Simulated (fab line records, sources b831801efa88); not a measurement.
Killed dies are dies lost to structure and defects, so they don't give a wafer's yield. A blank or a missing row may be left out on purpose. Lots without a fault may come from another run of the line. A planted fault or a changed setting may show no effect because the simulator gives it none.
fab line records | flow sfq_line
record lots=14 wafers=42 last_day=77
route steps=325 shown L0V@23 M1@69 I2@114 I4@176
lots that met no fault: from a run of the same line without faults
start_h: hours from the record's first day to the start of the lot's first wafer shown | wait_h: hours since the lot's step before | " the same as in the row above | L1.1+2: a row that stands for several wafers | - no value, or no start given | * or withheld: withheld | < > ~ a bound
route shown NAME@n: a module of which the file shows steps, and the number in the route of the first | usual: mean/standard deviation of fault-free wafers | same: alike in all rows | chamber/n: place in a boat | sites: the reading at each site | _std_site: their standard deviation | _edge_site: outer sites' mean less inner sites' | radius_mm: how far each site lies from the wafer's centre | mask NAME#n: copy n | behind: the tool/chamber that last shaped the wafer | hold: why the lot was held/for how many hours/how that ended | device: the transistor (n, p or np) that didn't switch | end of line: the same wafers' tests at the end of the route | a step without rows: its recipe alone | killed: dies lost to structure and defects at the first sort, not the wafer's yield | map: a wafer's dies, x killed, . not, _ none there
set.NAME: the setting as run; set.NAME@STEP: as run at that earlier step | model.NAME: the simulator's own value behind a step, which no gauge read
steps of the route over a sample of lots; a table a step, a row a wafer
services: from which hour (start_h, from the record's first day; less than 0 if before it) a tool's chamber was out of use, for how many hours, and why
## steps
# step SFQ_L0V_OVL_MEAS_903
# usual L0V_OVL=-2/6.1
# columns lot.wafer tool chamber start_h wait_h L0V_OVL[nm]
L181.2 overlay-01 - 102.45 0.1 -13
L181.3 " - " " 3
L181.5 " - " " 4
L182.2 overlay-02 - 112.05 0.1 -11
L182.4 " - " " -10
L182.6 " - " " -5
L183.1 overlay-01 - 117.93 2.4 1
L183.3 " - " " 8
L183.6 " - " " -9
L184.1 overlay-01 - 122.84 0.1 4
L184.2 " - " " 1
L184.6 " - " " 1
L185.1 overlay-01 - 126.44 0.1 -3
L185.3 " - " " 6
L185.5 " - " " -2
L186.1 overlay-02 - 130.04 0.1 -14
L186.2 " - " " -2
L186.3 " - " " -9
L187.2 overlay-02 - 137.28 0.1 -4
L187.3 " - " " -8
L187.5 " - " " -8
L188.1 overlay-01 - 145.54 0.1 -9
L188.2 " - " " 0
L188.6 " - " " 1
L196.1 overlay-01 - 195.38 0.1 -13
L196.4 " - " " -2
L196.5 " - " " -6
L197.2 overlay-02 - 200.18 0.1 3
L197.3 " - " " -8
L197.4 " - " " 5
L198.3 overlay-02 - 208.59 0.1 -9
L198.5 " - " " -13
L198.6 " - " " -2
L200.1 overlay-01 - 216.98 0.1 -12
L200.2 " - " " 1
L200.5 " - " " -6
L203.4 overlay-01 - 238.59 0.1 1
L203.5 " - " " 8
L203.6 " - " " 4
L204.2 overlay-01 - 245.78 0.1 -9
L204.5 " - " " -6
L204.6 " - " " -10
# step SFQ_TRILAYER_M1_BARC_OPEN_METAL_ETCH_054
# recipe mask_material=PR chemistry=O2 target_depth_nm=125 target=BARC icp_w=600 bias_w=80 pressure_mtorr=10 time_s=41.7
# usual drypump_motor_current_A=5.8/0.38 oes_product_au=0.685/0.0054 run_length_s=70.0/0.39
# columns lot.wafer tool chamber start_h wait_h drypump_motor_current_A oes_product_au rf_hours_counter_h run_length_s
L181.2 rie_metal-03 1 289.24 0.0 5.3 0.695 124 70.0
L181.3 " 0 " " 5.1 0.684 - 69.4
L181.5 " 1 " " 5.3 0.685 - 69.6
L182.2 rie_metal-02 1 300.04 0.0 5.6 0.695 34 70.0
L182.4 " 1 " " 5.6 0.688 - 70.2
L182.6 " 1 " " 5.6 0.690 - 69.8
L183.1 rie_metal-04 0 302.44 0.0 6.0 0.675 158 70.0
L183.3 " 1 " " 5.8 0.690 - 70.5
L183.6 " 1 " " 5.8 0.693 - 70.3
L184.1 rie_metal-04 0 306.04 0.0 6.0 0.680 159 69.7
L184.2 " 1 " " 5.8 0.684 98 70.4
L184.6 " 0 " " 6.0 0.687 - 70.2
L185.1 rie_metal-02 0 309.64 0.0 6.3 0.679 19 70.4
L185.3 " 0 " " 6.3 0.687 - 70.4
L185.5 " 0 " " 6.3 0.687 - 69.9
L186.1 rie_metal-02 1 315.64 0.0 5.6 0.679 36 69.8
L186.2 " 0 " " 6.3 0.692 20 69.8
L186.3 " 1 " " 5.6 0.682 - 70.1
L187.2 rie_metal-02 0 326.44 0.0 6.3 0.675 23 69.9
L187.3 " 0 " " 6.4 0.690 - 70.0
L187.5 " 1 " " 5.6 0.679 - 70.1
L188.1 rie_metal-03 1 338.53 0.0 5.3 0.687 133 69.9
L188.2 " 0 " " 5.1 0.683 143 69.1
L188.6 " 1 " " 5.3 0.687 - 69.9
L196.1 rie_metal-03 0 400.84 0.0 5.1 0.687 154 69.6
L196.4 " 0 " " 5.1 0.679 - 69.5
L196.5 " 1 " " 5.3 0.685 - 70.4
L197.2 rie_metal-02 1 408.04 0.0 5.6 0.680 47 70.2
L197.3 " 0 " " 6.3 0.687 - 69.8
L197.4 " 1 " " 5.6 0.675 - 70.3
L198.3 rie_metal-04 1 414.81 0.0 5.9 0.681 - 71.0
L198.5 " 1 " " 5.8 0.685 - 70.5
L198.6 " 0 " " 6.0 0.698 - 69.6
L200.1 rie_metal-02 0 425.59 0.0 6.3 0.692 35 70.1
L200.2 " 1 " " 5.6 0.681 50 70.3
L200.5 " 0 " " 6.3 0.683 - 69.8
L203.4 rie_metal-04 1 444.71 0.0 5.8 0.683 - 70.3
L203.5 " 0 " " 6.0 0.688 - 69.6
L203.6 " 1 " " 5.8 0.686 - 70.5
L204.2 rie_metal-02 1 445.89 0.0 5.6 0.687 53 70.0
L204.5 " 1 " " 5.6 0.682 - 69.8
L204.6 " 0 " " 6.3 0.682 - 70.1
# step SFQ_TRILAYER_I2_VIA_BARC_OPEN_VIA_ETCH_096
# recipe mask_material=PR chemistry=O2 target_depth_nm=125 target=BARC source_w=500 bias_w=80 pressure_mtorr=30 time_s=41.7
# usual drypump_motor_current_A=5.7/0.37 oes_product_au=0.686/0.0046 run_length_s=69.8/0.48
# columns lot.wafer tool chamber start_h wait_h drypump_motor_current_A oes_product_au rf_hours_counter_h run_length_s
L181.2 rie_diel-04 3 535.89 0.0 5.8 0.686 1 69.9
L181.3 " 1 " " 5.8 0.689 1 70.4
L181.5 " 2 " " 5.8 0.696 - 69.1
L182.2 rie_diel-01 3 540.69 0.0 5.8 0.683 3 69.5
L182.4 " 2 " " 6.1 0.686 1 69.2
L182.6 " 0 " " 4.8 0.684 - 70.3
L183.1 rie_diel-04 1 549.00 0.0 5.8 0.688 1 70.0
L183.3 " 0 " " 5.7 0.690 0 69.8
L183.6 " 0 " " 5.7 0.683 - 69.4
L184.1 rie_diel-04 3 552.60 0.0 5.8 0.686 1 69.7
L184.2 " 2 " " 5.9 0.687 14 69.6
L184.6 " 1 " " 5.8 0.692 - 70.5
L185.1 rie_diel-03 0 555.00 0.0 6.0 0.684 3 70.7
L185.3 " 1 " " 6.1 0.683 54 69.3
L185.5 " 0 " " 6.0 0.689 - 70.9
L186.1 rie_diel-03 3 559.80 0.0 5.2 0.689 1 70.7
L186.2 " 0 " " 6.0 0.685 3 70.7
L186.3 " 1 " " 6.1 0.678 54 69.8
L187.2 rie_diel-03 0 571.80 0.0 6.0 0.693 3 70.9
L187.3 " 3 " " 5.2 0.677 1 70.9
L187.5 " 3 " " 5.2 0.687 - 70.5
L188.1 rie_diel-04 0 585.75 0.0 5.7 0.684 1 69.3
L188.2 " 3 " " 5.9 0.683 2 69.8
L188.6 " 2 " " 5.9 0.686 - 68.9
L196.1 rie_diel-01 1 680.87 0.0 5.9 0.885 64 58.6
L196.4 " 2 " " 6.0 0.882 4 58.0
L196.5 " 2 " " 6.1 0.886 - 57.8
L197.2 rie_diel-01 3 694.07 0.0 5.7 0.884 7 58.2
L197.3 " 1 " " 5.9 0.886 64 58.5
L197.4 " 0 " " 4.8 0.882 6 59.0
L198.3 rie_diel-03 0 697.67 0.0 6.0 0.687 6 70.5
L198.5 " 1 " " 6.1 0.687 - 69.3
L198.6 " 2 " " 5.9 0.691 - 69.6
L200.1 rie_diel-04 3 718.07 0.0 5.8 0.681 4 69.7
L200.2 " 2 " " 5.9 0.689 17 69.7
L200.5 " 0 " " 5.7 0.684 - 69.9
L203.4 rie_diel-04 2 742.07 0.0 5.8 0.685 17 69.5
L203.5 " 3 " " 5.8 0.688 - 69.6
L203.6 " 0 " " 5.7 0.689 - 69.7
L204.2 rie_diel-01 3 745.67 0.0 5.7 0.681 8 69.6
L204.5 " 1 " " 5.9 0.694 - 70.2
L204.6 " 0 " " 4.8 0.682 - 70.0
# step SFQ_TRILAYER_I4_VIA_STRIP_STRIP_107
# recipe gas=O2 power_w=200 platen_temp_c=40 overash_fraction=0.65 chemistry=O2 pressure_mtorr=50
# usual drypump_motor_current_A=5.6/0.5 oes_product_au=1.003/0.011
# columns lot.wafer tool chamber start_h wait_h drypump_motor_current_A oes_product_au rf_hours_counter_h
L181.2 rie_metal-01 0 931.76 - 5.0 1.015 156
L181.3 " 1 " " 5.8 1.001 -
L181.5 " 1 " " 5.8 1.000 -
L182.2 rie_metal-03 1 935.36 - 5.3 1.006 69
L182.4 " 1 " " 5.3 1.016 -
L182.6 " 1 " " 5.3 1.015 -
L183.1 rie_metal-02 1 937.76 - 5.6 0.992 144
L183.3 " 1 " " 5.6 0.996 -
L183.6 " 0 " " 6.3 0.999 -
L184.1 rie_metal-02 1 945.96 - 5.6 0.989 146
L184.2 " 0 " " 6.4 1.000 127
L184.6 " 0 " " 6.4 1.004 -
L185.1 rie_metal-02 1 957.96 - 5.6 0.977 150
L185.3 " 0 " " 6.3 1.010 -
L185.5 " 0 " " 6.3 0.991 -
L186.1 rie_metal-01 1 959.16 - 5.8 1.017 148
L186.2 " 0 " " 5.0 1.014 162
L186.3 " 0 " " 5.0 0.999 -
L187.2 rie_metal-02 1 970.06 - 5.6 0.996 152
L187.3 " 1 " " 5.6 0.992 -
L187.5 " 0 " " 6.3 1.000 -
L188.1 rie_metal-01 0 973.66 - 5.0 1.003 165
L188.2 " 1 " " 5.8 0.998 150
L188.6 " 0 " " 5.0 1.004 -
L196.1 rie_metal-01 0 1046.51 - 5.0 0.995 4
L196.4 " 1 " " 5.9 1.007 -
L196.5 " 0 " " 5.0 1.004 -
L197.2 rie_metal-02 0 1052.33 - 6.3 0.999 143
L197.3 " 0 " " 6.3 1.002 -
L197.4 " 1 " " 5.6 0.984 -
L198.3 rie_metal-01 0 1059.73 - 5.0 1.008 -
L198.5 " 1 " " 5.8 1.018 -
L198.6 " 0 " " 5.0 1.000 -
L200.1 rie_metal-02 0 1077.53 - 6.3 1.008 150
L200.2 " 0 " " 6.3 1.002 -
L200.5 " 0 " " 6.3 1.011 -
L203.4 rie_metal-03 1 1095.28 - 5.3 1.006 -
L203.5 " 1 " " 5.3 0.998 -
L203.6 " 0 " " 5.1 1.013 -
L204.2 rie_metal-03 0 1098.68 - 5.1 1.008 105
L204.5 " 0 " " 5.1 1.008 -
L204.6 " 1 " " 5.3 0.986 -
## services
# columns tool chamber start_h hours kind
rie_metal-02 1 271.23 4.4 repair
rie_metal-01 - 298.66 1.4 pm
rie_diel-04 - 311.40 1.0 repair
rie_metal-02 - 333.19 28.1 pm
rie_metal-03 0 354.18 1.6 repair
rie_metal-01 0 368.78 20.3 repair
rie_metal-01 - 374.90 0.7 repair
rie_diel-04 - 377.89 2.8 pm
rie_metal-02 - 384.15 3.0 repair
rie_diel-04 - 388.08 15.6 pm
rie_metal-01 - 469.53 2.8 pm
rie_diel-04 - 520.66 1.1 repair
rie_metal-02 - 533.04 2.8 pm
rie_diel-04 2 568.82 7.0 repair
rie_diel-04 0 596.79 15.6 repair
rie_diel-04 - 597.56 1.9 repair
rie_metal-03 - 634.14 0.8 repair
rie_diel-04 0 672.18 18.7 repair
rie_metal-03 - 761.45 0.2 repair
rie_diel-04 0 820.00 5.7 repair
rie_metal-03 - 938.81 14.6 pm
rie_diel-04 3 982.74 26.3 repair
rie_metal-03 0 1007.35 4.8 repair
rie_diel-04 1 1016.50 3.4 repair
## key
first_sign step=SFQ_TRILAYER_I2_VIA_BARC_OPEN_VIA_ETCH_096 reading=oes_product_au direction=up sigmas=43 usual=0.686 struck=0.884
effect step=SFQ_TRILAYER_I2_VIA_BARC_OPEN_VIA_ETCH_096 reading=run_length_s direction=down sigmas=24 usual=* struck=*
met_at SFQ_TRILAYER_I2_VIA_BARC_OPEN_VIA_ETCH_096
struck_lots L196,L197
not_acting_at SFQ_L0V_OVL_MEAS_903,SFQ_TRILAYER_M1_BARC_OPEN_METAL_ETCH_054,SFQ_TRILAYER_I4_VIA_STRIP_STRIP_107
onset_between 540.69 680.87
fault kind=process_parameter_drift tool=rie_diel-01 chamber=- onset_h=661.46 steps=SFQ_TRILAYER_I2_VIA_BARC_OPEN_VIA_ETCH_096 channel=time_s offset=* shape=step end_h=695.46 acts_in=* stated=*
